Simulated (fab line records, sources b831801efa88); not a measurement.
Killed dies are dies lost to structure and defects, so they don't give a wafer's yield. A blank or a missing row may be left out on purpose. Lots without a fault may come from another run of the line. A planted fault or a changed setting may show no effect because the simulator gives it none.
Which tool did it? | flow gf180mcu | 14 lots, 42 wafers sampled, at 5 steps of a route of 602

WHAT THE GAUGES READ, wafer by wafer
GF_VT_IMPLANT_RS_MEAS_47: measures by four-point-probe.
lot  | measured     | on            | NWELL_RS (ohm/sq)
L473 | day 7 14:45  | film_metro-02 | 488.7 489.5 489.9
L474 | day 7 20:08  | film_metro-04 | 487.9 485.4 487.3
L475 | day 8 06:14  | film_metro-01 | 486.5 486.2 486.6
L476 | day 8 10:59  | film_metro-02 | 488.0 488.9 487.1
L477 | day 8 15:32  | film_metro-02 | 486.5 485.7 486.3
L478 | day 9 00:37  | film_metro-02 | 486.5 486.2 487.1
L479 | day 9 08:34  | film_metro-02 | 488.7 489.3 488.6
L481 | day 9 20:58  | film_metro-01 | 488.2 486.5 486.7
L482 | day 10 07:25 | film_metro-02 | 485.7 486.8 487.8
L483 | day 10 11:02 | film_metro-04 | 487.1 486.5 487.2
L484 | day 10 17:46 | film_metro-01 | 487.0 486.5 486.4
L485 | day 11 04:49 | film_metro-02 | 491.4 491.3 492.1
L492 | day 12 18:35 | film_metro-04 | 494.0 493.8 493.1
L496 | day 14 08:10 | film_metro-02 | 487.6 486.1 486.9

GF_CONTACT_OVL_MEAS_15.
lot  | measured     | on         | CONTACT_OVL (nm)
L473 | day 16 12:14 | overlay-01 | -5 -2 -8
L474 | day 16 15:31 | overlay-02 | -2 -4 -5
L475 | day 17 08:02 | overlay-01 | 0 4 -3
L476 | day 17 12:10 | overlay-02 | 4 1 -5
L477 | day 17 14:56 | overlay-01 | -12 -14 -15
L478 | day 18 12:46 | overlay-01 | -5 -5 -4
L479 | day 18 15:43 | overlay-02 | -9 -4 2
L481 | day 19 12:53 | overlay-02 | -8 4 5
L482 | day 19 15:49 | overlay-02 | 4 3 3
L483 | day 19 21:35 | overlay-01 | 0 -2 -4
L484 | day 20 00:50 | overlay-02 | 0 3 -2
L485 | day 20 20:17 | overlay-02 | 2 5 8
L492 | day 22 19:28 | overlay-02 | -9 -10 -7
L496 | day 24 13:34 | overlay-02 | 0 -5 -8

WHICH TOOL RAN EACH LOT (tool, then ch and the chambers of the sampled wafers, then the start)
lot  | GF_NWELL_IMPLANT_08            | GF_SALICIDE_SPUTTER_03       | GF_SALICIDE_RTA_08
L473 | implanter-03 ch 0, day 3 07:19 | pvd_sputter-04, day 15 13:34 | rtp_anneal-01 ch 0, day 15 13:59
L474 | implanter-01 ch 0, day 3 12:10 | pvd_sputter-02, day 15 16:08 | rtp_anneal-02 ch 0, day 15 16:31
L475 | implanter-03 ch 0, day 3 19:56 | pvd_sputter-01, day 16 08:29 | rtp_anneal-02 ch 0, day 16 08:52
L476 | implanter-01 ch 0, day 3 23:46 | pvd_sputter-04, day 16 11:56 | rtp_anneal-01 ch 0, day 16 12:19
L477 | implanter-01 ch 0, day 4 04:22 | pvd_sputter-01, day 16 14:52 | rtp_anneal-01 ch 0, day 16 15:17
L478 | implanter-02 ch 0, day 4 11:13 | pvd_sputter-04, day 17 11:52 | rtp_anneal-02 ch 0, day 17 12:16
L479 | implanter-02 ch 0, day 4 15:56 | pvd_sputter-01, day 17 15:10 | rtp_anneal-02 ch 0, day 17 15:34
L481 | implanter-03 ch 0, day 5 03:35 | pvd_sputter-02, day 18 11:31 | rtp_anneal-01 ch 0, day 18 11:56
L482 | implanter-03 ch 0, day 5 11:01 | pvd_sputter-01, day 18 14:31 | rtp_anneal-02 ch 0, day 18 14:55
L483 | implanter-02 ch 0, day 5 14:02 | pvd_sputter-04, day 18 19:46 | rtp_anneal-02 ch 0, day 18 20:10
L484 | implanter-03 ch 0, day 5 20:34 | pvd_sputter-02, day 18 23:46 | rtp_anneal-01 ch 0, day 19 00:14
L485 | implanter-03 ch 0, day 6 05:01 | pvd_sputter-01, day 19 18:54 | rtp_anneal-02 ch 0, day 19 19:25
L492 | implanter-03 ch 0, day 7 15:05 | pvd_sputter-02, day 21 19:14 | rtp_anneal-01 ch 0, day 21 19:38
L496 | implanter-01 ch 0, day 8 15:05 | pvd_sputter-01, day 23 14:05 | rtp_anneal-01 ch 0, day 23 14:30
- GF_NWELL_IMPLANT_08
- GF_SALICIDE_SPUTTER_03: material TiN, target thk 20 nm, time 16.7 s.
- GF_SALICIDE_RTA_08: time 30 s.

WHAT THE TOOLS THEMSELVES READ (means of the sampled wafers that have a number; where no wafer has one, the mark that the record gives instead)
GF_SALICIDE_SPUTTER_03.
lot  | tool           | throttle_valve_pct (%)
L473 | pvd_sputter-04 | 30.5
L474 | pvd_sputter-02 | 29.8
L475 | pvd_sputter-01 | 28.6
L476 | pvd_sputter-04 | 31.4
L477 | pvd_sputter-01 | 31.6
L478 | pvd_sputter-04 | 30.6
L479 | pvd_sputter-01 | 30.2
L481 | pvd_sputter-02 | 30.0
L482 | pvd_sputter-01 | 29.0
L483 | pvd_sputter-04 | 30.7
L484 | pvd_sputter-02 | 30.0
L485 | pvd_sputter-01 | 28.9
L492 | pvd_sputter-02 | 29.9
L496 | pvd_sputter-01 | 31.7

GF_SALICIDE_RTA_08.
lot  | tool          | lamp_power_pct (%) | wafer_temp_C_max
L473 | rtp_anneal-01 | 17.5               | 803.4
L474 | rtp_anneal-02 | 16.7               | 802.4
L475 | rtp_anneal-02 | 16.7               | 803.4
L476 | rtp_anneal-01 | 17.5               | 803.2
L477 | rtp_anneal-01 | 17.5               | 804.0
L478 | rtp_anneal-02 | 16.7               | 803.3
L479 | rtp_anneal-02 | 16.7               | 802.7
L481 | rtp_anneal-01 | 17.5               | 803.7
L482 | rtp_anneal-02 | 16.7               | 803.5
L483 | rtp_anneal-02 | 16.7               | 802.3
L484 | rtp_anneal-01 | 17.5               | 803.2
L485 | rtp_anneal-02 | 16.7               | 803.1
L492 | rtp_anneal-01 | 17.5               | 803.7
L496 | rtp_anneal-01 | 17.5               | 803.5

THE ANSWER, worked out from the rows above alone
Rule: what is usual is taken from the lots themselves. Put in order of their means at a reading, lots are off if they are a third of the lots or fewer, leave a main group of 4 or more, and stand apart from it by a gap of 3 or more times the standard deviation of the main group's means; of several such gaps the widest counts. A main group whose means are all the same, to the digits that the tables above print for the reading, isn't used. A lot without any number at a reading at which 4 lots or more have one is off too. The other lots that the step has rows for count as sound. The gauges are gone through in route order, then the tools' own readings, and for those a lot's mean is taken as printed above. The first step at which some lot is off is used, and at that step the reading that is off furthest; a lot without a number counts as furthest.
No lot is off at any reading shown: from this, nothing can be told.

WHAT THE SIMULATOR HAD PUT IN
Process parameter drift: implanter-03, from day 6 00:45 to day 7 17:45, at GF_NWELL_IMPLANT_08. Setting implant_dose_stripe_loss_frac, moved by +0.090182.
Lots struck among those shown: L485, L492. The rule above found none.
